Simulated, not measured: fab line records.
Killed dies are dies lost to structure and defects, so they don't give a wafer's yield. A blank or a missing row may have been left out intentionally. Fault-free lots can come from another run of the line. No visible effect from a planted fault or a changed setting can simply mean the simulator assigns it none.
fab line records -- flow gf180mcu
record lots=11, wafers=33, last_day=34
route steps=602 shown M3@426 V3@434 V4@497 V5@563
lots that met no fault: taken from a fault-free run of the same line
start_h: hours from the record's opening day to when the first of the lot's shown wafers began -- wait_h: how many hours have passed since the lot's step before this one -- " unchanged from the row above -- L1.1+2: several wafers, shown together as one row -- - no value, or no start was given -- * or withheld: withheld -- < > ~ a bound
route shown NAME@n: names a module that has steps shown in the file, with the first one's number in the route -- usual: mean/standard deviation of fault-free wafers -- same: alike in all rows -- chamber/n: place in a boat -- sites: per-site readings -- _std_site: standard deviation of those values -- _edge_site: mean of outer sites minus mean of inner sites -- radius_mm: for every site, how far away it sits from the centre of the wafer -- mask NAME#n: copy n -- behind: tool/chamber where the wafer was last shaped -- hold: reason for holding the lot/hours on hold/outcome of the hold -- device: the n, p or np transistor that did not switch -- end of line: tests run on the same wafers once the route is complete -- a step with no rows: only its recipe -- killed: the dies lost at the first sort to structure and to defects; this is not the yield of the wafer -- map: a wafer's dies, marking killed ones x, the rest . and places with no die _
set.NAME: setting as actually run; set.NAME@STEP: the setting as run at that earlier step -- model.NAME: the simulator's own value behind a step, which no gauge read
a sample of lots followed through the steps of the route, with each step as a table and each wafer as a row
services: from which hour (start_h, from the record's first day; less than 0 if before it) a tool's chamber was out of use, for how many hours, and why
## steps
# step GF_M3_STRIP_17
# recipe chemistry=O2/N2, power_w=1400, pressure_mtorr=1500, platen_temp_c=250, o2_flow_sccm=3000, n2_flow_sccm=300, overash_fraction=0.5
# usual drypump_motor_current_A=6.0/0.47, heater_power_w=311/42, oes_product_au=0.558/0.0049, strip_time_to_endpoint_s=7.89/0.031
lot.wafer,tool,chamber,start_h,wait_h,drypump_motor_current_A,heater_power_w,oes_product_au,rf_hours_counter_h,strip_time_to_endpoint_s
L578.1,plasma_asher-04,1,484.55,0.1,5.3,327,0.553,68,7.83
L578.2,plasma_asher-04,0,484.55,0.1,6.3,293,0.567,68,7.93
L578.5,plasma_asher-04,0,484.55,0.1,6.3,304,0.553,-,7.87
L579.1,plasma_asher-03,1,498.36,0.1,6.5,359,0.554,87,7.92
L579.3,plasma_asher-03,1,498.36,0.1,6.5,361,0.550,-,7.90
L579.4,plasma_asher-03,0,498.36,0.1,6.3,252,0.561,-,7.83
L580.1,plasma_asher-04,1,507.71,0.1,5.3,319,0.559,71,7.89
L580.2,plasma_asher-04,0,507.71,0.1,6.2,306,0.552,71,7.89
L580.5,plasma_asher-04,1,507.71,0.1,5.3,321,0.558,-,7.86
L581.2,plasma_asher-03,0,514.70,0.1,6.2,242,0.558,89,7.85
L581.3,plasma_asher-03,0,514.70,0.1,6.3,251,0.557,-,7.87
L581.5,plasma_asher-03,1,514.70,0.1,6.5,351,0.566,-,7.84
L582.1,plasma_asher-03,0,523.76,0.1,6.3,257,0.558,90,7.89
L582.5,plasma_asher-03,0,523.76,0.1,6.3,253,0.559,-,7.96
L582.6,plasma_asher-03,1,523.76,0.1,6.5,361,0.560,-,7.90
L590.2,plasma_asher-04,0,590.85,0.1,6.3,302,0.562,80,7.87
L590.4,plasma_asher-04,1,590.85,0.1,5.3,327,0.564,-,7.88
L590.5,plasma_asher-04,0,590.85,0.1,6.3,295,0.552,-,7.87
L591.1,plasma_asher-03,1,600.80,0.1,6.5,362,0.564,100,7.90
L591.3,plasma_asher-03,0,600.80,0.1,6.2,255,0.556,-,7.92
L591.6,plasma_asher-03,1,600.80,0.1,6.5,365,0.557,-,7.86
L593.1,plasma_asher-02,0,616.20,0.1,5.3,383,0.544,16,7.89
L593.4,plasma_asher-02,0,616.20,0.1,5.3,380,0.557,-,7.89
L593.5,plasma_asher-02,0,616.20,0.1,5.3,387,0.553,-,7.90
L595.1,plasma_asher-02,1,626.61,0.1,5.9,268,0.559,18,7.93
L595.4,plasma_asher-02,0,626.61,0.1,5.3,381,0.554,-,7.85
L595.5,plasma_asher-02,0,626.61,0.1,5.4,399,0.562,-,7.88
L600.1,plasma_asher-04,0,663.70,0.1,6.3,294,0.555,88,7.88
L600.3,plasma_asher-04,1,663.70,0.1,5.3,320,0.554,-,7.90
L600.6,plasma_asher-04,0,663.70,0.1,6.3,298,0.558,-,7.86
L601.1,plasma_asher-04,0,670.70,0.1,6.3,303,0.560,89,7.92
L601.2,plasma_asher-04,1,670.70,0.1,5.3,320,0.559,89,7.86
L601.6,plasma_asher-04,1,670.70,0.1,5.3,327,0.553,-,7.85
# step GF_V3_BOW_MEAS_05
# recipe mode=bow
# usual V3_BOW=114/8.2
lot.wafer,tool,chamber,start_h,wait_h,V3_BOW[um]
L578.1,film_metro-04,-,485.65,0.1,111
L578.2,film_metro-04,-,485.65,0.1,117
L578.5,film_metro-04,-,485.65,0.1,129
L579.1,film_metro-04,-,499.48,0.1,117
L579.3,film_metro-04,-,499.48,0.1,113
L579.4,film_metro-04,-,499.48,0.1,107
L580.1,film_metro-03,-,508.80,0.2,124
L580.2,film_metro-03,-,508.80,0.2,126
L580.5,film_metro-03,-,508.80,0.2,136
L581.2,film_metro-03,-,515.82,0.1,97
L581.3,film_metro-03,-,515.82,0.1,99
L581.5,film_metro-03,-,515.82,0.1,101
L582.1,film_metro-04,-,524.85,0.2,110
L582.5,film_metro-04,-,524.85,0.2,99
L582.6,film_metro-04,-,524.85,0.2,114
L590.2,film_metro-04,-,591.96,0.3,118
L590.4,film_metro-04,-,591.96,0.3,119
L590.5,film_metro-04,-,591.96,0.3,119
L591.1,film_metro-02,-,601.91,0.2,124
L591.3,film_metro-02,-,601.91,0.2,120
L591.6,film_metro-02,-,601.91,0.2,116
L593.1,film_metro-04,-,617.29,0.1,104
L593.4,film_metro-04,-,617.29,0.1,115
L593.5,film_metro-04,-,617.29,0.1,104
L595.1,film_metro-03,-,627.72,0.2,118
L595.4,film_metro-03,-,627.72,0.2,117
L595.5,film_metro-03,-,627.72,0.2,110
L600.1,film_metro-04,-,664.79,0.2,126
L600.3,film_metro-04,-,664.79,0.2,120
L600.6,film_metro-04,-,664.79,0.2,125
L601.1,film_metro-03,-,671.80,0.2,101
L601.2,film_metro-03,-,671.80,0.2,117
L601.6,film_metro-03,-,671.80,0.2,109
# step GF_V4_SPUTTER_21
# recipe material=Ti, target_thk_nm=15, chamber_pressure_pa=5, power_w=2500, substrate_temp_c=200, time_s=80.02
# usual cathode_dc_power_W=2500.0/0.49, throttle_valve_pct=30.4/0.73
lot.wafer,tool,chamber,start_h,wait_h,cathode_dc_power_W,throttle_valve_pct
L578.1,pvd_sputter-04,-,559.16,0.0,2500.2,30.3
L578.2,pvd_sputter-04,-,559.16,0.0,2499.8,30.4
L578.5,pvd_sputter-04,-,559.16,0.0,2500.8,30.2
L579.1,pvd_sputter-02,-,571.79,0.0,2499.9,30.8
L579.3,pvd_sputter-02,-,571.79,0.0,2499.4,30.7
L579.4,pvd_sputter-02,-,571.79,0.0,2499.5,29.9
L580.1,pvd_sputter-04,-,580.17,0.0,2500.9,30.4
L580.2,pvd_sputter-04,-,580.17,0.0,2500.5,30.2
L580.5,pvd_sputter-04,-,580.17,0.0,2499.5,30.2
L581.2,pvd_sputter-04,-,586.20,0.0,2499.5,28.8
L581.3,pvd_sputter-04,-,586.20,0.0,2500.4,30.5
L581.5,pvd_sputter-04,-,586.20,0.0,2501.0,30.5
L582.1,pvd_sputter-04,-,594.41,0.0,2500.6,28.9
L582.5,pvd_sputter-04,-,594.41,0.0,2499.0,30.1
L582.6,pvd_sputter-04,-,594.41,0.0,2500.6,30.4
L590.2,pvd_sputter-03,-,656.56,0.0,2499.7,31.6
L590.4,pvd_sputter-03,-,656.56,0.0,2500.0,30.5
L590.5,pvd_sputter-03,-,656.56,0.0,2499.6,30.6
L591.1,pvd_sputter-04,-,666.20,0.0,2500.4,30.3
L591.3,pvd_sputter-04,-,666.20,0.0,2500.3,30.4
L591.6,pvd_sputter-04,-,666.20,0.0,2499.3,30.0
L593.1,pvd_sputter-04,-,680.04,0.0,2500.3,30.3
L593.4,pvd_sputter-04,-,680.04,0.0,2499.9,30.2
L593.5,pvd_sputter-04,-,680.04,0.0,2500.0,30.4
L595.1,pvd_sputter-02,-,689.86,0.0,2500.4,30.7
L595.4,pvd_sputter-02,-,689.86,0.0,2500.0,30.8
L595.5,pvd_sputter-02,-,689.86,0.0,2499.4,30.1
L600.1,pvd_sputter-03,-,723.33,0.0,2499.2,29.3
L600.3,pvd_sputter-03,-,723.33,0.0,2500.2,30.6
L600.6,pvd_sputter-03,-,723.33,0.0,2500.0,29.1
L601.1,pvd_sputter-03,-,731.20,0.0,2499.5,32.0
L601.2,pvd_sputter-03,-,731.20,0.0,2499.7,30.6
L601.6,pvd_sputter-03,-,731.20,0.0,2499.4,29.2
# step GF_V5_CVD_23
# recipe material=W, target_thk_nm=350, time_s=104.9, temp_c=400, pressure_torr=40
# usual heater_power_w=896/69
lot.wafer,tool,chamber,start_h,wait_h,heater_power_w
L578.1,cvd_w-02,1,625.28,0.0,886
L578.2,cvd_w-02,0,625.28,0.0,986
L578.5,cvd_w-02,1,625.28,0.0,884
L579.1,cvd_w-02,1,638.04,0.0,877
L579.3,cvd_w-02,1,638.04,0.0,858
L579.4,cvd_w-02,0,638.04,0.0,975
L580.1,cvd_w-02,0,645.79,0.0,965
L580.2,cvd_w-02,1,645.79,0.0,856
L580.5,cvd_w-02,0,645.79,0.0,1014
L581.2,cvd_w-02,1,652.01,0.1,856
L581.3,cvd_w-02,1,652.01,0.1,892
L581.5,cvd_w-02,1,652.01,0.1,877
L582.1,cvd_w-02,1,658.07,0.0,855
L582.5,cvd_w-02,0,658.07,0.0,1007
L582.6,cvd_w-02,1,658.07,0.0,854
L590.2,cvd_w-02,0,716.88,0.0,1011
L590.4,cvd_w-02,1,716.88,0.0,875
L590.5,cvd_w-02,1,716.88,0.0,885
L591.1,cvd_w-01,0,726.17,0.0,856
L591.3,cvd_w-01,1,726.17,0.0,825
L591.6,cvd_w-01,1,726.17,0.0,830
L593.1,cvd_w-02,0,738.58,0.0,1016
L593.4,cvd_w-02,0,738.58,0.0,1000
L593.5,cvd_w-02,1,738.58,0.0,884
L595.1,cvd_w-02,1,746.32,0.0,896
L595.4,cvd_w-02,0,746.32,0.0,1005
L595.5,cvd_w-02,0,746.32,0.0,1018
L600.1,cvd_w-02,0,776.67,0.0,1010
L600.3,cvd_w-02,0,776.67,0.0,1001
L600.6,cvd_w-02,1,776.67,0.0,901
L601.1,cvd_w-02,0,783.76,0.0,1035
L601.2,cvd_w-02,1,783.76,0.0,868
L601.6,cvd_w-02,0,783.76,0.0,983
# step GF_V5_RS_MEAS_24
# recipe thk_meas_gauge=four-point-probe, reads=W_of_V5_CVD_23+TiN_of_V5_SPUTTER_22+Ti_of_V5_SPUTTER_21
# usual V5_W_RS=0.3272/0.0025
lot.wafer,tool,chamber,start_h,wait_h,V5_W_RS[ohm/sq]
L578.1,film_metro-02,-,625.39,0.1,0.3274
L578.2,film_metro-02,-,625.39,0.1,0.3278
L578.5,film_metro-02,-,625.39,0.1,0.3290
L579.1,film_metro-04,-,638.16,0.1,0.3310
L579.3,film_metro-04,-,638.16,0.1,0.3327
L579.4,film_metro-04,-,638.16,0.1,0.3291
L580.1,film_metro-02,-,645.90,0.1,0.3046
L580.2,film_metro-02,-,645.90,0.1,0.3024
L580.5,film_metro-02,-,645.90,0.1,0.3012
L581.2,film_metro-03,-,652.14,0.1,0.3011
L581.3,film_metro-03,-,652.14,0.1,0.2983
L581.5,film_metro-03,-,652.14,0.1,0.3007
L582.1,film_metro-04,-,658.18,0.1,0.3013
L582.5,film_metro-04,-,658.18,0.1,0.3022
L582.6,film_metro-04,-,658.18,0.1,0.2988
L590.2,film_metro-02,-,717.01,0.1,0.3250
L590.4,film_metro-02,-,717.01,0.1,0.3271
L590.5,film_metro-02,-,717.01,0.1,0.3253
L591.1,film_metro-03,-,726.29,0.1,0.3269
L591.3,film_metro-03,-,726.29,0.1,0.3268
L591.6,film_metro-03,-,726.29,0.1,0.3241
L593.1,film_metro-02,-,738.69,0.1,0.3256
L593.4,film_metro-02,-,738.69,0.1,0.3269
L593.5,film_metro-02,-,738.69,0.1,0.3250
L595.1,film_metro-04,-,746.44,0.1,0.3289
L595.4,film_metro-04,-,746.44,0.1,0.3267
L595.5,film_metro-04,-,746.44,0.1,0.3283
L600.1,film_metro-04,-,776.78,0.1,0.3310
L600.3,film_metro-04,-,776.78,0.1,0.3281
L600.6,film_metro-04,-,776.78,0.1,0.3254
L601.1,film_metro-04,-,783.87,0.1,0.3277
L601.2,film_metro-04,-,783.87,0.1,0.3324
L601.6,film_metro-04,-,783.87,0.1,0.3322
# step GF_V5_THK_MEAS_25
# recipe thk_meas_gauge=xrf, reads=W_of_V5_CVD_23
# usual V5_W_THK=360/4.1
lot.wafer,tool,chamber,start_h,wait_h,V5_W_THK[nm]
L578.1,film_metro-02,-,625.51,0.1,361
L578.2,film_metro-02,-,625.51,0.1,361
L578.5,film_metro-02,-,625.51,0.1,361
L579.1,film_metro-04,-,638.28,0.1,352
L579.3,film_metro-04,-,638.28,0.1,351
L579.4,film_metro-04,-,638.28,0.1,353
L580.1,film_metro-02,-,646.02,0.1,391
L580.2,film_metro-02,-,646.02,0.1,395
L580.5,film_metro-02,-,646.02,0.1,393
L581.2,film_metro-03,-,652.25,0.1,396
L581.3,film_metro-03,-,652.25,0.1,400
L581.5,film_metro-03,-,652.25,0.1,397
L582.1,film_metro-04,-,658.30,0.1,390
L582.5,film_metro-04,-,658.30,0.1,387
L582.6,film_metro-04,-,658.30,0.1,390
L590.2,film_metro-02,-,717.12,0.1,366
L590.4,film_metro-02,-,717.12,0.1,363
L590.5,film_metro-02,-,717.12,0.1,362
L591.1,film_metro-03,-,726.41,0.1,359
L591.3,film_metro-03,-,726.41,0.1,357
L591.6,film_metro-03,-,726.41,0.1,361
L593.1,film_metro-02,-,738.81,0.1,366
L593.4,film_metro-02,-,738.81,0.1,365
L593.5,film_metro-02,-,738.81,0.1,369
L595.1,film_metro-04,-,746.56,0.1,359
L595.4,film_metro-04,-,746.56,0.1,358
L595.5,film_metro-04,-,746.56,0.1,358
L600.1,film_metro-04,-,776.90,0.1,357
L600.3,film_metro-04,-,776.90,0.1,360
L600.6,film_metro-04,-,776.90,0.1,362
L601.1,film_metro-04,-,783.99,0.1,359
L601.2,film_metro-04,-,783.99,0.1,353
L601.6,film_metro-04,-,783.99,0.1,357
# step GF_V5_CMP_26
# recipe stop_on=SiO2, down_force_psi=3.5, platen_rpm=60, t_overpolish_s=15, target_thk_nm=0, pad_velocity_m_s=0.94248
# usual motor_current_A=10.8/1.2, time_to_endpoint_s=84.0/2.6
lot.wafer,tool,chamber,start_h,wait_h,motor_current_A,time_to_endpoint_s
L578.1,cmp-02,0,625.57,0.1,9.3,82.6
L578.2,cmp-02,2,625.57,0.1,12.2,80.4
L578.5,cmp-02,1,625.57,0.1,10.4,80.6
L579.3,cmp-01,3,638.34,0.0,10.0,84.7
L579.4,cmp-01,1,638.34,0.0,10.4,83.8
L579.1,cmp-01,2,638.34,0.0,10.8,80.6
L580.1,cmp-01,3,646.13,0.1,10.0,90.8
L580.2,cmp-01,1,646.13,0.1,10.3,93.3
L580.5,cmp-01,2,646.13,0.1,11.4,88.7
L581.2,cmp-01,1,652.30,0.0,10.6,91.9
L581.3,cmp-01,0,652.30,0.0,9.8,90.9
L581.5,cmp-01,1,652.30,0.0,10.6,93.8
L582.1,cmp-02,2,658.51,0.2,11.9,86.4
L582.5,cmp-02,3,658.51,0.2,13.2,90.5
L582.6,cmp-02,0,658.51,0.2,9.1,90.1
L590.4,cmp-01,3,717.17,0.0,10.1,89.8
L590.2,cmp-01,0,717.17,0.0,9.6,90.7
L590.5,cmp-01,0,717.17,0.0,10.1,84.2
L591.1,cmp-02,3,726.57,0.1,14.4,85.1
L591.3,cmp-02,0,726.57,0.1,9.4,79.5
L591.6,cmp-02,1,726.57,0.1,11.2,82.8
L593.4,cmp-01,0,738.97,0.1,9.8,85.3
L593.1,cmp-01,1,738.97,0.1,10.3,84.8
L593.5,cmp-01,3,738.97,0.1,9.4,89.6
L595.1,cmp-01,1,746.67,0.1,10.2,82.5
L595.4,cmp-01,2,746.67,0.1,11.2,81.5
L595.5,cmp-01,1,746.67,0.1,10.5,82.9
L600.3,cmp-01,1,777.13,0.2,10.6,80.3
L600.1,cmp-01,3,777.13,0.2,10.1,82.9
L600.6,cmp-01,2,777.13,0.2,11.5,81.3
L601.2,cmp-01,0,784.05,0.0,10.0,84.8
L601.1,cmp-01,1,784.05,0.0,10.3,85.4
L601.6,cmp-01,1,784.05,0.0,10.4,86.5
## services
tool,chamber,start_h,hours,kind
cmp-02,-,482.59,1.3,repair
cvd_w-02,-,486.22,5.5,repair
cmp-02,-,510.26,17.4,pm
cmp-02,-,534.16,1.7,repair
cmp-01,-,542.74,15.3,pm
cmp-01,-,565.78,4.6,repair
cmp-02,-,567.36,0.5,repair
cmp-02,-,572.00,4.0,pm
pvd_sputter-04,-,612.29,5.0,repair
cvd_w-02,-,625.47,0.3,repair
cmp-02,-,630.74,3.7,pm
plasma_asher-03,-,645.74,0.7,repair
plasma_asher-03,-,676.26,4.2,repair
cmp-01,-,678.15,1.9,repair
cvd_w-02,-,687.74,6.9,pm
cmp-02,-,688.41,1.1,repair
pvd_sputter-03,-,691.60,4.9,repair
plasma_asher-03,-,704.25,30.8,repair
cmp-01,-,704.51,5.8,pm
plasma_asher-04,-,705.93,1.4,repair
cmp-01,-,720.20,0.8,repair
cvd_w-02,-,731.10,2.8,pm
plasma_asher-03,-,735.04,9.0,pm
cmp-01,-,748.54,4.0,pm
## key
first_sign step=GF_V5_RS_MEAS_24, reading=V5_W_RS, direction=down, sigmas=10, usual=0.3272, struck=0.3012
effect step=GF_V5_THK_MEAS_25, reading=V5_W_THK, direction=up, sigmas=8.1, usual=360, struck=393
effect step=GF_V5_CMP_26, reading=time_to_endpoint_s, direction=up, sigmas=2.5, usual=*, struck=*
met_at GF_V5_CVD_23
struck_lots L580,L581,L582
not_acting_at GF_M3_STRIP_17,GF_V3_BOW_MEAS_05,GF_V4_SPUTTER_21
onset_between 638.04 645.79
fault kind=process_parameter_drift, tool=cvd_w-02, chamber=-, onset_h=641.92, steps=GF_V5_CVD_23, channel=target_thk_nm, offset=32.158, shape=step, end_h=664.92, acts_in=these_recipes_only, stated=350
